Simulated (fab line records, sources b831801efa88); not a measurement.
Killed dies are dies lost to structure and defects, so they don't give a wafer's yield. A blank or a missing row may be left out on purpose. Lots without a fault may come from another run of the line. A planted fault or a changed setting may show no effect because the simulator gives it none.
Which tool did it? | flow sfq_line | 14 lots, 42 wafers sampled, at 3 steps of a route of 325

WHAT THE GAUGES READ, wafer by wafer
SFQ_R5_RS_MEAS_933: measures by four-point-probe.
lot  | measured     | on            | R5_MONX_RS (ohm/sq)
L360 | day 54 19:37 | film_metro-03 | 7.00 7.16 7.29
L363 | day 55 00:55 | film_metro-04 | 7.05 7.10 7.05
L364 | day 55 01:38 | film_metro-03 | 7.09 7.01 7.13
L365 | day 55 03:55 | film_metro-04 | 7.13 7.00 7.13
L369 | day 58 10:48 | film_metro-02 | 7.06 7.14 7.25
L370 | day 59 00:47 | film_metro-03 | 5.81 5.71 5.81
L372 | day 59 10:13 | film_metro-03 | 5.75 5.80 5.69
L375 | day 60 06:48 | film_metro-02 | 7.10 7.08 7.01
L376 | day 60 11:56 | film_metro-03 | 6.97 7.09 6.94
L377 | day 60 14:56 | film_metro-04 | 6.97 7.04 7.08
L379 | day 61 04:10 | film_metro-04 | 7.00 7.10 7.07
L381 | day 61 19:52 | film_metro-03 | 7.17 7.08 7.04
L382 | day 62 03:11 | film_metro-02 | 7.03 7.03 7.08
L383 | day 62 08:40 | film_metro-03 | 7.17 7.08 7.22

SFQ_R5_THK_MEAS_934: measures by xrf.
lot  | measured     | on            | R5_MONX_THK (nm)
L360 | day 54 19:44 | film_metro-03 | 40.4 39.3 38.8
L363 | day 55 01:01 | film_metro-04 | 40.0 39.8 40.0
L364 | day 55 01:44 | film_metro-03 | 39.3 39.7 39.1
L365 | day 55 04:01 | film_metro-04 | 39.5 40.3 39.4
L369 | day 58 10:55 | film_metro-02 | 39.9 39.4 38.8
L370 | day 59 00:53 | film_metro-03 | 49.3 50.0 49.1
L372 | day 59 10:20 | film_metro-03 | 49.7 48.9 50.2
L375 | day 60 06:55 | film_metro-02 | 39.8 40.0 40.4
L376 | day 60 12:04 | film_metro-03 | 40.1 39.1 40.6
L377 | day 60 15:04 | film_metro-04 | 40.1 39.7 39.5
L379 | day 61 04:16 | film_metro-04 | 40.0 39.3 39.6
L381 | day 61 19:59 | film_metro-03 | 39.2 39.4 39.6
L382 | day 62 03:19 | film_metro-02 | 39.8 40.0 39.7
L383 | day 62 08:47 | film_metro-03 | 39.1 39.8 38.9

WHICH TOOL RAN EACH LOT (tool, then ch and the chambers of the sampled wafers, then the start)
lot  | SFQ_TRILAYER_R5_DEP_SPUTTER_133
L360 | pvd_sputter-06, day 54 19:31
L363 | pvd_sputter-03, day 55 00:49
L364 | pvd_sputter-06, day 55 01:31
L365 | pvd_sputter-05, day 55 03:49
L369 | pvd_sputter-06, day 58 10:44
L370 | pvd_sputter-06, day 59 00:41
L372 | pvd_sputter-06, day 59 10:09
L375 | pvd_sputter-05, day 60 06:42
L376 | pvd_sputter-03, day 60 11:52
L377 | pvd_sputter-05, day 60 14:52
L379 | pvd_sputter-03, day 61 04:04
L381 | pvd_sputter-06, day 61 19:47
L382 | pvd_sputter-05, day 62 03:07
L383 | pvd_sputter-06, day 62 08:36
- SFQ_TRILAYER_R5_DEP_SPUTTER_133: material MoNx, target thk 40 nm, time 66.7 s.

WHAT THE TOOLS THEMSELVES READ (means of the sampled wafers that have a number; where no wafer has one, the mark that the record gives instead)
SFQ_TRILAYER_R5_DEP_SPUTTER_133.
lot  | tool           | cathode_dc_power_W (W) | throttle_valve_pct (%)
L360 | pvd_sputter-06 | 1000.1                 | 29.2
L363 | pvd_sputter-03 | 1000.0                 | 29.4
L364 | pvd_sputter-06 | 1000.1                 | 28.9
L365 | pvd_sputter-05 | 1000.1                 | 31.0
L369 | pvd_sputter-06 | 1000.2                 | 29.5
L370 | pvd_sputter-06 | 1241.2                 | 29.3
L372 | pvd_sputter-06 | 1241.2                 | 29.4
L375 | pvd_sputter-05 | 1000.1                 | 30.9
L376 | pvd_sputter-03 | 1000.0                 | 29.6
L377 | pvd_sputter-05 | 999.9                  | 29.7
L379 | pvd_sputter-03 | 1000.1                 | 29.3
L381 | pvd_sputter-06 | 1000.0                 | 29.5
L382 | pvd_sputter-05 | 999.9                  | 30.6
L383 | pvd_sputter-06 | 1000.0                 | 29.4

THE ANSWER, worked out from the rows above alone
Rule: what is usual is taken from the lots themselves. Put in order of their means at a reading, lots are off if they are a third of the lots or fewer, leave a main group of 4 or more, and stand apart from it by a gap of 3 or more times the standard deviation of the main group's means; of several such gaps the widest counts. A main group whose means are all the same, to the digits that the tables above print for the reading, isn't used. A lot without any number at a reading at which 4 lots or more have one is off too. The other lots that the step has rows for count as sound. The gauges are gone through in route order, then the tools' own readings, and for those a lot's mean is taken as printed above. The first step at which some lot is off is used, and at that step the reading that is off furthest; a lot without a number counts as furthest.
Off: L370, L372, at SFQ_R5_RS_MEAS_933 (R5_MONX_RS). The main group: mean 7.08 ohm/sq, standard deviation 0.047.
A tool fits if, at a process step before that reading, it ran every lot that is off, and no sound lot after the first of them. The gauges at SFQ_R5_RS_MEAS_933 aren't tried: what is off there is off at SFQ_TRILAYER_R5_DEP_SPUTTER_133 too, on other tools, and a gauge's error can't cause that. None of those tried fits.

WHAT THE SIMULATOR HAD PUT IN
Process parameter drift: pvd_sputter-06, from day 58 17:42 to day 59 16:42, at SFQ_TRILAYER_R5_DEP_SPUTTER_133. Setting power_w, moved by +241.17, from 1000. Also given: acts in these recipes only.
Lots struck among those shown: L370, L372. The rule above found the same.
